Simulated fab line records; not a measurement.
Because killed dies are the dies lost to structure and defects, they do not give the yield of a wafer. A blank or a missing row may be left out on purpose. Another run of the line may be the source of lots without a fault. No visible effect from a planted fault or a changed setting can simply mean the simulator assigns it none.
fab line records + flow sky130
[record]
- lots = 6
- wafers = 18
- last-day = 50
route steps=708 shown VT_ADJUST_LVTN@116 VT_ADJUST_NCORE@119 VT_ADJUST_HVTR@131 PAD_OPEN@708
lots that met no fault: from a run of the same line without faults
start-h: hours from the record's first day to the start of the lot's first wafer shown + wait-h: hours since the lot's step before + " unchanged from the row above + L1.1+2: a row that stands for several wafers + - no value, or no start was given + * or withheld: withheld + < > ~ a bound
route shown NAME@n: NAME is a module with steps in the file, n the number in the route of the first one + usual: mean and standard deviation over wafers with no fault + same: alike in all rows + chamber/n: place in a boat + sites: per-site readings + _std_site: standard deviation of those values + _edge_site: inner sites' mean taken away from outer sites' mean + radius-mm: how far each site lies from the wafer's centre + mask NAME#n: copy n + behind: tool/chamber where the wafer was last shaped + hold: reason for holding the lot/hours on hold/outcome of the hold + device: whichever transistor did not switch (one of n, p or np) + end of line: tests run on the same wafers once the route is complete + a step given without rows: its recipe and nothing more + killed: not the wafer's yield, but the dies lost to structure and defects at the first sort + map: the dies of a wafer, with x for killed, . for not killed, _ for no die there
set.NAME: setting as actually run; set.NAME@STEP: the setting as run at that earlier step + model.NAME: the simulator's own value behind a step, which no gauge read
certain route steps with their lots: each step a table, each wafer a row
services: a tool's chamber out of use, with start hour (start-h, from the record's first day; less than 0 if before it), hours out, and reason
[[steps]]
[step SKY_VT_ADJUST_LVTN_IMPLANT_19]
[recipe]
- species = B
- energy-kev = 30
- dose-cm2 = 6.5e+11
- tilt-deg = withheld
[step SKY_VT_ADJUST_LVTN_STRIP_20]
[recipe]
- chemistry = O2/N2
- power-w = 1400
- pressure-mtorr = 1500
- platen-temp-c = withheld
- o2-flow-sccm = 3000
- n2-flow-sccm = 300
- overash-fraction = 0.5
[usual]
- chamber-pressure-mTorr = 1500.2/1.6
- drypump-motor-current-A = 5.7/0.54
- oes-product-au = 0.716/0.0042
- strip-time-to-endpoint-s = 14.16/0.041
| lot.wafer | tool            | chamber | start-h | wait-h | chamber-pressure-mTorr | drypump-motor-current-A | oes-product-au | rf-hours-counter-h | strip-time-to-endpoint-s |
|-----------|-----------------|---------|---------|--------|------------------------|-------------------------|----------------|--------------------|--------------------------|
| L270.1    | plasma-asher-03 | 0       | 215.58  | 0.1    | 1501.5                 | 5.2                     | 0.718          | 52                 | 14.12                    |
| L270.4    | "               | 0       | "       | "      | 1500.3                 | 5.2                     | 0.714          | -                  | 14.11                    |
| L270.5    | "               | 1       | "       | "      | 1498.5                 | 5.3                     | 0.721          | -                  | 14.11                    |
| L272.1    | plasma-asher-03 | 1       | 232.75  | 0.1    | 1501.2                 | 5.3                     | 0.720          | 54                 | 14.11                    |
| L272.4    | "               | 1       | "       | "      | 1497.3                 | 5.3                     | 0.723          | -                  | 14.19                    |
| L272.5    | "               | 0       | "       | "      | 1502.6                 | 5.3                     | 0.721          | -                  | 14.14                    |
| L277.1    | plasma-asher-01 | 1       | 262.23  | 0.1    | 1500.7                 | 6.8                     | 0.720          | 45                 | 14.16                    |
| L277.4    | "               | 1       | "       | "      | 1499.9                 | 6.7                     | 0.711          | -                  | 14.13                    |
| L277.6    | "               | 0       | "       | "      | 1498.7                 | 5.8                     | 0.720          | -                  | 14.18                    |
| L278.3    | plasma-asher-01 | 1       | 269.91  | 0.1    | 1499.9                 | 6.7                     | 0.718          | -                  | 14.17                    |
| L278.5    | "               | 1       | "       | "      | 1502.4                 | 6.7                     | 0.725          | -                  | 14.21                    |
| L278.6    | "               | 0       | "       | "      | 1500.0                 | 5.8                     | 0.713          | -                  | 14.21                    |
| L281.1    | plasma-asher-02 | 1       | 291.20  | 0.1    | 1497.5                 | 5.7                     | 0.710          | 19                 | 14.17                    |
| L281.2    | "               | 0       | "       | "      | 1498.8                 | 6.0                     | 0.713          | 19                 | 14.17                    |
| L281.6    | "               | 0       | "       | "      | 1501.3                 | 5.9                     | 0.712          | -                  | 14.20                    |
| L285.3    | plasma-asher-01 | 1       | 324.36  | 0.1    | 1501.2                 | 6.8                     | 0.712          | -                  | 14.20                    |
| L285.4    | "               | 0       | "       | "      | 1499.0                 | 5.8                     | 0.718          | -                  | 14.15                    |
| L285.5    | "               | 0       | "       | "      | 1500.1                 | 5.8                     | 0.714          | -                  | 14.17                    |
[step SKY_VT_ADJUST_LVTN_TW_MEAS_21]
[usual]
- VT_ADJUST_LVTN_2_TW = 188.8/0.85
| lot.wafer | tool          | chamber | start-h | wait-h | VT_ADJUST_LVTN_2_TW |
|-----------|---------------|---------|---------|--------|---------------------|
| L270.1    | film-metro-03 | -       | 215.68  | 0.1    | 189.2               |
| L270.4    | "             | -       | "       | "      | 188.6               |
| L270.5    | "             | -       | "       | "      | 188.9               |
| L272.1    | film-metro-02 | -       | 232.85  | 0.1    | 188.3               |
| L272.4    | "             | -       | "       | "      | 189.0               |
| L272.5    | "             | -       | "       | "      | 189.9               |
| L277.1    | film-metro-03 | -       | 262.33  | 0.1    | 188.6               |
| L277.4    | "             | -       | "       | "      | 188.9               |
| L277.6    | "             | -       | "       | "      | 188.7               |
| L278.3    | film-metro-02 | -       | 270.00  | 0.1    | 188.7               |
| L278.5    | "             | -       | "       | "      | 189.1               |
| L278.6    | "             | -       | "       | "      | 189.1               |
| L281.1    | film-metro-02 | -       | 291.30  | 0.1    | 188.9               |
| L281.2    | "             | -       | "       | "      | 189.3               |
| L281.6    | "             | -       | "       | "      | 189.0               |
| L285.3    | film-metro-03 | -       | 324.72  | 0.3    | 188.4               |
| L285.4    | "             | -       | "       | "      | 188.9               |
| L285.5    | "             | -       | "       | "      | 188.8               |
[step SKY_VT_ADJUST_NCORE_DEHYDRATE_00]
[recipe]
- temp-c = 200
- time-s = 60
[step SKY_VT_ADJUST_NCORE_HMDS_01]
[recipe]
- prime-time-s = 60
- prime-temp-c = 120
[step SKY_VT_ADJUST_NCORE_COAT_02]
[recipe]
- resist = NOVOLAK
- spin-rpm = 3000
- resist-thk-nm = 1140
[step SKY_VT_ADJUST_NCORE_SOFTBAKE_03]
[recipe]
- temp-c = 90
- time-s = 60
- resist = NOVOLAK
[step SKY_VT_ADJUST_NCORE_EXPOSE_04]
[recipe]
- mask-id = LVTN_COMPLEMENT_THIN
- na = 0.6
- source-shape = conventional
- sigma-outer = 0.6
- polarization = unpolarized
- target-cd-nm = 380
- dose-mj = 139
[step SKY_VT_ADJUST_NCORE_PEB_05]
[recipe]
- temp-c = withheld
- time-s = *
- resist = NOVOLAK
[step SKY_VT_ADJUST_NCORE_DEVELOP_06]
[recipe]
- resist = NOVOLAK
- developer = TMAH
- develop-time-s = 60
- dev-temp-c = 23
[step SKY_VT_ADJUST_NCORE_CD_MEAS_07]
[recipe]
- target-cd-nm = 380
[usual]
- cd-nm = 380.9/2.7
| lot.wafer | tool      | chamber | start-h | wait-h | cd-nm |
|-----------|-----------|---------|---------|--------|-------|
| L270.1    | cd-sem-01 | -       | 237.94  | 0.1    | 379.5 |
| L270.4    | "         | -       | "       | "      | 380.0 |
| L270.5    | "         | -       | "       | "      | 377.8 |
| L272.1    | cd-sem-01 | -       | 256.06  | 0.1    | 380.5 |
| L272.4    | "         | -       | "       | "      | 378.8 |
| L272.5    | "         | -       | "       | "      | 381.3 |
| L277.1    | cd-sem-01 | -       | 286.81  | 0.1    | 381.9 |
| L277.4    | "         | -       | "       | "      | 382.7 |
| L277.6    | "         | -       | "       | "      | 382.1 |
| L278.3    | cd-sem-02 | -       | 295.50  | 0.1    | 381.3 |
| L278.5    | "         | -       | "       | "      | 382.0 |
| L278.6    | "         | -       | "       | "      | 379.6 |
| L281.1    | cd-sem-01 | -       | 316.51  | 0.1    | 377.4 |
| L281.2    | "         | -       | "       | "      | 377.8 |
| L281.6    | "         | -       | "       | "      | 376.4 |
| L285.3    | cd-sem-01 | -       | 350.85  | 0.1    | 379.7 |
| L285.4    | "         | -       | "       | "      | 381.8 |
| L285.5    | "         | -       | "       | "      | 379.3 |
[step SKY_VT_ADJUST_NCORE_OVL_MEAS_08]
[usual]
- VT_ADJUST_NCORE_OVL = -0.3/1.3
| lot.wafer | tool       | chamber | start-h | wait-h | VT_ADJUST_NCORE_OVL[nm] |
|-----------|------------|---------|---------|--------|-------------------------|
| L270.1    | overlay-02 | -       | 238.06  | 0.1    | 0.4                     |
| L270.4    | "          | -       | "       | "      | -0.7                    |
| L270.5    | "          | -       | "       | "      | -1.6                    |
| L272.1    | overlay-01 | -       | 256.18  | 0.1    | 2.4                     |
| L272.4    | "          | -       | "       | "      | 1.5                     |
| L272.5    | "          | -       | "       | "      | 1.0                     |
| L277.1    | overlay-01 | -       | 286.93  | 0.1    | -0.1                    |
| L277.4    | "          | -       | "       | "      | -0.6                    |
| L277.6    | "          | -       | "       | "      | -0.8                    |
| L278.3    | overlay-01 | -       | 295.60  | 0.1    | 0.4                     |
| L278.5    | "          | -       | "       | "      | 1.7                     |
| L278.6    | "          | -       | "       | "      | 2.1                     |
| L281.1    | overlay-02 | -       | 316.63  | 0.1    | -0.8                    |
| L281.2    | "          | -       | "       | "      | 0.0                     |
| L281.6    | "          | -       | "       | "      | -1.8                    |
| L285.3    | overlay-02 | -       | 350.95  | 0.1    | 0.0                     |
| L285.4    | "          | -       | "       | "      | -1.0                    |
| L285.5    | "          | -       | "       | "      | -0.9                    |
[step SKY_VT_ADJUST_NCORE_IMPLANT_09]
[recipe]
- species = B
- energy-kev = 10
- dose-cm2 = 2.4e+12
- tilt-deg = withheld
[usual]
- dose-ions-cm2 = 2.4001e+12/2.5e+09
- faraday-current-uA = 13.53/0.25
| lot.wafer | tool         | chamber | start-h | wait-h | dose-ions-cm2 | faraday-current-uA |
|-----------|--------------|---------|---------|--------|---------------|--------------------|
| L270.1    | implanter-02 | 0       | 238.10  | 0.0    | 2.4001e+12    | 13.81              |
| L270.4    | "            | 0       | "       | "      | 2.3994e+12    | 13.40              |
| L270.5    | "            | 0       | "       | "      | 2.4023e+12    | 13.80              |
| L272.1    | implanter-03 | 0       | 256.22  | 0.0    | 2.402e+12     | 13.22              |
| L272.4    | "            | 0       | "       | "      | 2.4043e+12    | 13.42              |
| L272.5    | "            | 0       | "       | "      | 2.397e+12     | 13.27              |
| L277.1    | implanter-02 | 0       | 286.97  | 0.0    | 2.4004e+12    | 12.98              |
| L277.4    | "            | 0       | "       | "      | 2.4008e+12    | 13.35              |
| L277.6    | "            | 0       | "       | "      | 2.3989e+12    | 13.97              |
| L278.3    | implanter-03 | 0       | 295.67  | 0.1    | 6.152e+11     | 3.46               |
| L278.5    | "            | 0       | "       | "      | 6.166e+11     | 3.47               |
| L278.6    | "            | 0       | "       | "      | 6.16e+11      | 3.53               |
| L281.1    | implanter-03 | 0       | 316.67  | 0.0    | 6.138e+11     | 3.35               |
| L281.2    | "            | 0       | "       | "      | 6.169e+11     | 3.37               |
| L281.6    | "            | 0       | "       | "      | 6.144e+11     | 3.57               |
| L285.3    | implanter-01 | 0       | 351.02  | 0.1    | 2.402e+12     | 13.71              |
| L285.4    | "            | 0       | "       | "      | 2.3958e+12    | 14.30              |
| L285.5    | "            | 0       | "       | "      | 2.4001e+12    | 13.58              |
[step SKY_VT_ADJUST_NCORE_STRIP_10]
[recipe]
- chemistry = O2/N2
- power-w = 1400
- pressure-mtorr = 1500
- platen-temp-c = withheld
- o2-flow-sccm = 3000
- n2-flow-sccm = 300
- overash-fraction = 0.5
[usual]
- chamber-pressure-mTorr = 1500.2/1.3
- drypump-motor-current-A = 5.7/0.51
- oes-product-au = 0.715/0.0044
- strip-time-to-endpoint-s = 14.18/0.038
| lot.wafer | tool            | chamber | start-h | wait-h | chamber-pressure-mTorr | drypump-motor-current-A | oes-product-au | rf-hours-counter-h | strip-time-to-endpoint-s |
|-----------|-----------------|---------|---------|--------|------------------------|-------------------------|----------------|--------------------|--------------------------|
| L270.1    | plasma-asher-03 | 1       | 238.25  | 0.1    | 1501.2                 | 5.3                     | 0.715          | 54                 | 14.21                    |
| L270.4    | "               | 1       | "       | "      | 1501.5                 | 5.3                     | 0.722          | -                  | 14.21                    |
| L270.5    | "               | 0       | "       | "      | 1500.4                 | 5.3                     | 0.707          | -                  | 14.26                    |
| L272.1    | plasma-asher-04 | 0       | 256.37  | 0.1    | 1499.2                 | 5.2                     | 0.708          | 56                 | 14.18                    |
| L272.4    | "               | 0       | "       | "      | 1500.8                 | 5.2                     | 0.706          | -                  | 14.20                    |
| L272.5    | "               | 0       | "       | "      | 1499.8                 | 5.2                     | 0.717          | -                  | 14.21                    |
| L277.1    | plasma-asher-04 | 1       | 287.12  | 0.1    | 1501.4                 | 5.9                     | 0.721          | 58                 | 14.20                    |
| L277.4    | "               | 1       | "       | "      | 1501.5                 | 5.9                     | 0.717          | -                  | 14.20                    |
| L277.6    | "               | 1       | "       | "      | 1498.0                 | 5.9                     | 0.710          | -                  | 14.18                    |
| L278.3    | plasma-asher-03 | 0       | 295.80  | 0.1    | 1500.7                 | 5.3                     | 0.719          | -                  | 14.21                    |
| L278.5    | "               | 0       | "       | "      | 1498.7                 | 5.2                     | 0.708          | -                  | 14.18                    |
| L278.6    | "               | 1       | "       | "      | 1500.5                 | 5.3                     | 0.712          | -                  | 14.22                    |
| L281.1    | plasma-asher-04 | 1       | 316.82  | 0.1    | 1499.1                 | 5.9                     | 0.713          | 61                 | 14.22                    |
| L281.2    | "               | 0       | "       | "      | 1499.5                 | 5.2                     | 0.710          | 61                 | 14.25                    |
| L281.6    | "               | 1       | "       | "      | 1501.3                 | 5.9                     | 0.708          | -                  | 14.21                    |
| L285.3    | plasma-asher-03 | 1       | 351.15  | 0.1    | 1498.7                 | 5.3                     | 0.710          | -                  | 14.18                    |
| L285.4    | "               | 0       | "       | "      | 1498.3                 | 5.3                     | 0.717          | -                  | 14.18                    |
| L285.5    | "               | 0       | "       | "      | 1499.6                 | 5.2                     | 0.715          | -                  | 14.19                    |
[step SKY_VT_ADJUST_NCORE_TW_MEAS_11]
[usual]
- VT_ADJUST_NCORE_TW = 221.1/2.6
| lot.wafer | tool          | chamber | start-h | wait-h | VT_ADJUST_NCORE_TW |
|-----------|---------------|---------|---------|--------|--------------------|
| L270.1    | film-metro-01 | -       | 238.35  | 0.1    | 224.8              |
| L270.4    | "             | -       | "       | "      | 224.8              |
| L270.5    | "             | -       | "       | "      | 225.3              |
| L272.1    | film-metro-03 | -       | 256.47  | 0.1    | 220.8              |
| L272.4    | "             | -       | "       | "      | 218.3              |
| L272.5    | "             | -       | "       | "      | 218.6              |
| L277.1    | film-metro-01 | -       | 287.22  | 0.1    | 226.5              |
| L277.4    | "             | -       | "       | "      | 225.4              |
| L277.6    | "             | -       | "       | "      | 224.6              |
| L278.3    | film-metro-01 | -       | 295.89  | 0.1    | 154.3              |
| L278.5    | "             | -       | "       | "      | 155.3              |
| L278.6    | "             | -       | "       | "      | 154.5              |
| L281.1    | film-metro-03 | -       | 316.92  | 0.1    | 151.4              |
| L281.2    | "             | -       | "       | "      | 152.1              |
| L281.6    | "             | -       | "       | "      | 151.6              |
| L285.3    | film-metro-01 | -       | 351.24  | 0.1    | 224.6              |
| L285.4    | "             | -       | "       | "      | 224.6              |
| L285.5    | "             | -       | "       | "      | 224.7              |
[step SKY_VT_ADJUST_HVTR_DEHYDRATE_00]
[recipe]
- temp-c = 200
- time-s = 60
[step SKY_PAD_OPEN_PROBE_99]
[usual]
- killed_at_M0_to_M3 = 44/7.1
- killed_at_M4_up = 3.5/2
- killed-at-contacts = 24/5.3
- killed-at-front-end = 15/4.8
- killed-at-other = 0.1/0.35
- killed-dies = 86/9.3
- killed-open = 47/7.8
- killed-short = 39/5.9
[same]
- gross-dies = 492
- killed-at-back-side = 0
| lot.wafer | tool      | chamber | start-h | wait-h | killed_at_M0_to_M3 | killed_at_M4_up | killed-at-contacts | killed-at-front-end | killed-at-other | killed-dies | killed-open | killed-short | model.etest.nfet_16v.r-on-ohm-um | model.etest.pfet_16v.r-on-ohm-um | model.etest.pfet-g5v0d10v5.r-on-ohm-um | model.etest.tip-p.rs-ohm-sq | model.etest.pfet_01v8.r-on-ohm-um | model.etest.res-pwell-under-gate.rs-ohm-sq | model.etest.nfet-g5v0d10v5.r-on-ohm-um | model.etest.tip_p_5v.rs-ohm-sq |
|-----------|-----------|---------|---------|--------|--------------------|-----------------|--------------------|---------------------|-----------------|-------------|-------------|--------------|----------------------------------|----------------------------------|----------------------------------------|-----------------------------|-----------------------------------|--------------------------------------------|----------------------------------------|--------------------------------|
| L270.1    | prober-02 | -       | 1128.07 | 0.1    | 43                 | 3               | 32                 | 13                  | 1               | 92          | 52          | 40           | 1.408e+04                        | 1.501e+04                        | 4891                                   | 6889                        | 2950                              | 2284                                       | 1940                                   | 2872                           |
| L270.4    | prober-02 | -       | 1128.22 | 0.2    | 43                 | 2               | 13                 | 9                   | 1               | 68          | 41          | 26           | 1.425e+04                        | 1.508e+04                        | 4890                                   | 6884                        | 2972                              | 2278                                       | 1940                                   | 2895                           |
| L270.5    | prober-02 | -       | 1128.27 | 0.2    | 39                 | 3               | 24                 | 9                   | 0               | 75          | 44          | 31           | 1.395e+04                        | 1.515e+04                        | 4831                                   | 6830                        | 2981                              | 2273                                       | 1928                                   | 2859                           |
| L272.1    | prober-01 | -       | 1144.94 | 0.1    | 43                 | 6               | 22                 | 21                  | 0               | 92          | 49          | 43           | 1.399e+04                        | 1.494e+04                        | 4649                                   | 6945                        | 2880                              | 2306                                       | 1840                                   | 2832                           |
| L272.4    | prober-01 | -       | 1145.09 | 0.2    | 47                 | 0               | 19                 | 17                  | 1               | 84          | 42          | 42           | 1.392e+04                        | 1.524e+04                        | 4719                                   | 6955                        | 2996                              | 2286                                       | 1889                                   | 2827                           |
| L272.5    | prober-01 | -       | 1145.14 | 0.2    | 39                 | 6               | 24                 | 11                  | 0               | 80          | 43          | 37           | 1.385e+04                        | 1.456e+04                        | 4625                                   | 6957                        | 2890                              | 2286                                       | 1839                                   | 2826                           |
| L277.1    | prober-01 | -       | 1162.54 | 0.1    | 52                 | 2               | 28                 | 23                  | 0               | 105         | 60          | 45           | 1.405e+04                        | 1.524e+04                        | 4820                                   | 6833                        | 2931                              | 2277                                       | 1902                                   | 2855                           |
| L277.4    | prober-01 | -       | 1162.69 | 0.2    | 38                 | 3               | 28                 | 18                  | 1               | 88          | 45          | 43           | 1.398e+04                        | 1.528e+04                        | 4852                                   | 6868                        | 2833                              | 2278                                       | 1883                                   | 2864                           |
| L277.6    | prober-01 | -       | 1162.79 | 0.2    | 56                 | 2               | 20                 | 14                  | 0               | 92          | 50          | 42           | 1.396e+04                        | 1.518e+04                        | 4820                                   | 6876                        | 2896                              | 2271                                       | 1886                                   | 2847                           |
| L278.3    | prober-02 | -       | 1169.81 | 0.2    | 35                 | 5               | 23                 | 12                  | 1               | 76          | 44          | 32           | 1.186e+04                        | 1.859e+04                        | 5745                                   | 7397                        | 3336                              | 2568                                       | 1690                                   | 3046                           |
| L278.5    | prober-02 | -       | 1169.91 | 0.2    | 32                 | 5               | 14                 | 14                  | 1               | 66          | 33          | 33           | 1.175e+04                        | 1.816e+04                        | 5755                                   | 7458                        | 3260                              | 2537                                       | 1681                                   | 3049                           |
| L278.6    | prober-02 | -       | 1169.96 | 0.2    | 36                 | 2               | 28                 | 14                  | 0               | 80          | 47          | 33           | 1.176e+04                        | 1.829e+04                        | 5687                                   | 7399                        | 3258                              | 2558                                       | 1672                                   | 3056                           |
| L281.1    | prober-01 | -       | 1179.76 | 0.1    | 62                 | 3               | 26                 | 19                  | 0               | 110         | 67          | 43           | 1.152e+04                        | 1.714e+04                        | 5638                                   | 7428                        | 3165                              | 2552                                       | 1645                                   | 3018                           |
| L281.2    | prober-01 | -       | 1179.81 | 0.1    | 43                 | 0               | 22                 | 13                  | 0               | 78          | 43          | 35           | 1.158e+04                        | 1.776e+04                        | 5662                                   | 7440                        | 3084                              | 2527                                       | 1641                                   | 3033                           |
| L281.6    | prober-01 | -       | 1180.01 | 0.2    | 51                 | 3               | 33                 | 10                  | 0               | 97          | 52          | 45           | 1.137e+04                        | 1.751e+04                        | 5657                                   | 7463                        | 3118                              | 2533                                       | 1629                                   | 3033                           |
| L285.3    | prober-02 | -       | 1204.89 | 0.2    | 35                 | 6               | 27                 | 17                  | 0               | 85          | 48          | 37           | 1.423e+04                        | 1.508e+04                        | 4704                                   | 6804                        | 2749                              | 2304                                       | 1839                                   | 2834                           |
| L285.4    | prober-02 | -       | 1204.94 | 0.2    | 45                 | 4               | 29                 | 15                  | 0               | 93          | 49          | 44           | 1.397e+04                        | 1.493e+04                        | 4684                                   | 6853                        | 2898                              | 2292                                       | 1858                                   | 2843                           |
| L285.5    | prober-02 | -       | 1204.99 | 0.2    | 36                 | 3               | 33                 | 18                  | 0               | 90          | 51          | 39           | 1.419e+04                        | 1.518e+04                        | 4671                                   | 6813                        | 2861                              | 2290                                       | 1852                                   | 2823                           |
// killed by level:class
L270.1 CONTACT:geometric-particle:open=12 VIA1:geometric-particle:open=9 LI_CONTACT:geometric-particle:open=8 VIA2:geometric-particle:open=7 METAL3:geometric-particle:short=6 FIELD_ISO:geometric-particle:open=5 VIA3:geometric-particle:short=5 LOCAL_INTERCONNECT:geometric-particle:short=5
L270.4 VIA1:geometric-particle:open=13 CONTACT:geometric-particle:open=8 VIA1:geometric-particle:short=5 VIA2:geometric-particle:open=5 VIA3:geometric-particle:open=5 VIA3:geometric-particle:short=4 LI_CONTACT:geometric-particle:open=3 METAL1:geometric-particle:short=3
L270.5 VIA1:geometric-particle:open=10 LI_CONTACT:geometric-particle:open=7 CONTACT:geometric-particle:open=7 VIA3:geometric-particle:open=7 VIA2:geometric-particle:open=5 FIELD_ISO:geometric-particle:short=4 LOCAL_INTERCONNECT:geometric-particle:short=4 METAL1:geometric-particle:short=3
L272.1 CONTACT:geometric-particle:open=10 VIA1:geometric-particle:open=10 POLY_GATE:geometric-particle:open=7 METAL3:geometric-particle:short=7 VIA2:geometric-particle:open=6 METAL2:geometric-particle:short=5 POLY_GATE:geometric-particle:short=4 LOCAL_INTERCONNECT:geometric-particle:short=4
L272.4 VIA3:geometric-particle:open=8 VIA1:geometric-particle:open=7 VIA2:geometric-particle:short=6 METAL2:geometric-particle:short=6 VIA2:geometric-particle:open=6 FIELD_ISO:geometric-particle:short=5 LOCAL_INTERCONNECT:geometric-particle:short=5 METAL1:geometric-particle:short=5
L272.5 CONTACT:geometric-particle:open=9 LI_CONTACT:geometric-particle:open=8 VIA1:geometric-particle:open=8 METAL2:geometric-particle:short=7 VIA1:geometric-particle:short=6 METAL4:geometric-particle:short=5 CONTACT:geometric-particle:short=4 VIA2:geometric-particle:open=4
L277.1 VIA1:geometric-particle:open=12 METAL2:geometric-particle:short=11 VIA3:geometric-particle:open=10 CONTACT:geometric-particle:open=9 LI_CONTACT:geometric-particle:open=8 FIELD_ISO:geometric-particle:open=7 POLY_GATE:geometric-particle:open=7 CONTACT:geometric-particle:short=5
L277.4 LI_CONTACT:geometric-particle:open=10 CONTACT:geometric-particle:open=8 VIA1:geometric-particle:open=8 METAL1:geometric-particle:short=6 VIA2:geometric-particle:open=6 POLY_GATE:geometric-particle:short=5 VIA1:geometric-particle:short=5 CONTACT:geometric-particle:short=4
L277.6 VIA1:geometric-particle:open=13 METAL2:geometric-particle:short=10 VIA2:geometric-particle:open=8 METAL1:geometric-particle:short=7 VIA1:geometric-particle:short=6 CONTACT:geometric-particle:open=6 LI_CONTACT:geometric-particle:open=5 VIA3:geometric-particle:open=5
L278.3 LI_CONTACT:geometric-particle:open=11 VIA2:geometric-particle:open=6 FIELD_ISO:geometric-particle:open=5 VIA3:geometric-particle:open=5 CONTACT:geometric-particle:short=5 VIA1:geometric-particle:open=5 METAL2:geometric-particle:short=4 VIA3:geometric-particle:short=4
L278.5 CONTACT:geometric-particle:open=8 VIA1:geometric-particle:open=7 VIA2:geometric-particle:open=6 FIELD_ISO:geometric-particle:short=5 VIA2:geometric-particle:short=4 METAL4:geometric-particle:short=4 SPACER:geometric-particle:open=3 VIA3:geometric-particle:open=3
L278.6 LI_CONTACT:geometric-particle:open=9 VIA1:geometric-particle:open=9 CONTACT:geometric-particle:open=8 CONTACT:geometric-particle:short=6 METAL2:geometric-particle:short=6 VIA2:geometric-particle:open=5 FIELD_ISO:geometric-particle:short=4 FIELD_ISO:geometric-particle:open=4
L281.1 VIA1:geometric-particle:open=15 CONTACT:geometric-particle:open=12 VIA2:geometric-particle:open=11 VIA3:geometric-particle:open=8 VIA1:geometric-particle:short=7 LOCAL_INTERCONNECT:geometric-particle:short=6 LI_CONTACT:geometric-particle:open=5 METAL2:geometric-particle:short=5
L281.2 VIA1:geometric-particle:open=13 CONTACT:geometric-particle:open=11 METAL2:geometric-particle:short=7 FIELD_ISO:geometric-particle:short=5 VIA2:geometric-particle:open=4 FIELD_ISO:geometric-particle:open=3 LOCAL_INTERCONNECT:geometric-particle:short=3 CONTACT:geometric-particle:short=3
L281.6 VIA1:geometric-particle:open=11 CONTACT:geometric-particle:short=10 CONTACT:geometric-particle:open=8 LI_CONTACT:geometric-particle:open=7 VIA1:geometric-particle:short=7 VIA2:geometric-particle:open=7 METAL2:geometric-particle:short=6 POLY_GATE:geometric-particle:open=5
L285.3 CONTACT:geometric-particle:open=11 VIA1:geometric-particle:open=9 VIA3:geometric-particle:open=7 POLY_GATE:geometric-particle:open=6 POLY_GATE:geometric-particle:short=5 LI_CONTACT:geometric-particle:open=5 LOCAL_INTERCONNECT:geometric-particle:short=4 CONTACT:geometric-particle:short=4
L285.4 VIA1:geometric-particle:open=11 CONTACT:geometric-particle:open=10 LOCAL_INTERCONNECT:geometric-particle:short=6 VIA3:geometric-particle:open=6 METAL1:geometric-particle:short=6 LI_CONTACT:geometric-particle:open=5 METAL2:geometric-particle:short=5 CONTACT:geometric-particle:short=4
L285.5 LI_CONTACT:geometric-particle:open=10 VIA1:geometric-particle:open=9 CONTACT:geometric-particle:open=8 LOCAL_INTERCONNECT:geometric-particle:short=7 FIELD_ISO:geometric-particle:open=6 METAL2:geometric-particle:short=6 VIA3:geometric-particle:open=6 FIELD_ISO:geometric-particle:short=5
[[services]]
| tool            | chamber | start-h | hours | kind   |
|-----------------|---------|---------|-------|--------|
| implanter-03    | -       | 192.37  | 6.5   | pm     |
| plasma-asher-01 | -       | 206.10  | 2.0   | repair |
| plasma-asher-01 | -       | 222.45  | 2.2   | repair |
| implanter-03    | -       | 259.47  | 3.8   | pm     |
| plasma-asher-04 | -       | 275.75  | 6.4   | repair |
| plasma-asher-03 | -       | 280.02  | 3.1   | repair |
| plasma-asher-01 | -       | 281.04  | 9.8   | repair |
| implanter-02    | -       | 292.03  | 3.6   | pm     |
| plasma-asher-02 | -       | 311.62  | 1.4   | repair |
| implanter-02    | -       | 317.58  | 4.6   | repair |
| plasma-asher-03 | -       | 319.78  | 14.6  | pm     |
| plasma-asher-02 | -       | 324.56  | 1.8   | repair |
[[key]]
[first-sign]
- step = SKY_VT_ADJUST_NCORE_IMPLANT_09
- reading = dose-ions-cm2
- direction = down
- sigmas = 99+
- usual = *
- struck = *
[effect]
- step = SKY_VT_ADJUST_NCORE_IMPLANT_09
- reading = faraday-current-uA
- direction = down
- sigmas = 41
- usual = 13.53
- struck = 3.46
[effect]
- step = SKY_VT_ADJUST_NCORE_TW_MEAS_11
- reading = VT_ADJUST_NCORE_TW
- direction = down
- sigmas = 26
- usual = 221.1
- struck = 153.2
[model-effect]
- step = SKY_PAD_OPEN_PROBE_99
- value = etest.nfet_16v.r-on-ohm-um
- without = 1.395e+04
- struck = 1.164e+04
met-at SKY_VT_ADJUST_NCORE_IMPLANT_09
struck-wafers L278.3,L278.5,L278.6,L281.1,L281.2,L281.6
tester-left-out L278,L281
onset-between 256.22 295.67
[fault]
- kind = process-parameter-drift
- tool = implanter-03
- chamber = -
- onset-h = 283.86
- steps = SKY_VT_ADJUST_NCORE_IMPLANT_09
- channel = dose-cm2
- offset = *
- shape = step
- end-h = 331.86
- acts-in = *
- stated = *
// tester-left-out: of these lots the tester's yield and bins aren't shown, on N5 and GAA mostly nor the transistor test; their killed dies are dies lost to structure and defects alone, not to doping, threshold or leakage, so they don't give the yield
